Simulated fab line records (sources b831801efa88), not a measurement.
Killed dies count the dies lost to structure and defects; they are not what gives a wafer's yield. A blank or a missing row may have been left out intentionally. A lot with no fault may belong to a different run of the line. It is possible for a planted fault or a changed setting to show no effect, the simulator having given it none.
Which tool was responsible? | flow sky130 | 11 lots with 33 wafers sampled at 2 steps, on a route of 708 steps

## WHAT EACH GAUGE READ, for each wafer
SKY_VIA2_BOW_MEAS_03. Usual: VIA2_BOW gives 88 um (standard deviation 7.2).
lot  | measured     | on            | VIA2_BOW (um) | flag
L919 | day 35 10:41 | film-metro-03 | 93 87 80      |
L921 | day 36 05:40 | film-metro-02 | 91 83 93      |
L924 | day 37 16:47 | film-metro-02 | 83 76 86      |
L926 | day 38 11:05 | film-metro-02 | 88 91 90      |
L930 | day 39 02:06 | film-metro-03 | 80 91 88      |
L929 | day 39 08:22 | film-metro-02 | 87 83 87      |
L931 | day 39 19:05 | film-metro-01 | 83 85 77      |
L937 | day 41 07:41 | film-metro-02 | 79 75 91      |
L939 | day 42 01:02 | film-metro-03 | 80 85 85      |
L941 | day 42 16:02 | film-metro-02 | 97 101 84     |
L940 | day 42 16:56 | film-metro-02 | 82 101 92     |

SKY_VIA2_CD_MEAS_12: target cd 200 nm. Usual: cd-nm 200.0 nm, standard deviation 1.5.
lot  | measured     | on        | cd-nm (nm)        | flag
L919 | day 36 12:20 | cd-sem-01 | 198.4 199.1 200.6 |
L921 | day 37 07:50 | cd-sem-01 | 200.3 198.6 200.2 |
L924 | day 38 18:40 | cd-sem-02 | 199.4 198.2 199.0 |
L926 | day 39 12:14 | cd-sem-02 | 199.6 198.8 199.4 |
L930 | day 40 03:58 | cd-sem-01 | 202.6 201.2 199.9 |
L929 | day 40 08:49 | cd-sem-02 | 198.9 197.2 196.8 |
L931 | day 40 19:22 | cd-sem-01 | 201.0 201.5 202.5 |
L937 | day 42 07:22 | cd-sem-01 | 198.0 200.1 198.6 |
L939 | day 43 00:49 | cd-sem-02 | 201.6 199.9 201.0 |
L941 | day 43 14:54 | cd-sem-01 | 201.4 199.6 199.0 |
L940 | day 43 15:49 | cd-sem-02 | 201.3 200.9 202.5 |

## TOOL THAT RAN EACH LOT (tool first, then ch and the chambers of the sampled wafers, then the start)
Record: no process step prior to these readings.

## AS READ BY THE TOOLS THEMSELVES (means over the sampled wafers that have a number; for cases with no such wafer, the mark the record gives instead)
The record holds no such reading with a usual standard deviation.

## THE ANSWER, worked out from the rows above alone
Rule: a lot counts as off when the mean over its wafers that have a number is more than 3 standard deviations away from the usual mean. A lot without any number at a reading at which 4 lots or more have one is off too. All remaining lots with rows at the step are treated as sound. First the gauges in route order, then the tools' own readings, where a lot's mean is used as printed above. The first step at which some lot is off is used, and at that step the reading that is off furthest; a lot without a number counts as furthest.
No lot is off on any of the readings shown, so nothing can be concluded from this.

## WHAT HAD BEEN PUT IN BY THE SIMULATOR
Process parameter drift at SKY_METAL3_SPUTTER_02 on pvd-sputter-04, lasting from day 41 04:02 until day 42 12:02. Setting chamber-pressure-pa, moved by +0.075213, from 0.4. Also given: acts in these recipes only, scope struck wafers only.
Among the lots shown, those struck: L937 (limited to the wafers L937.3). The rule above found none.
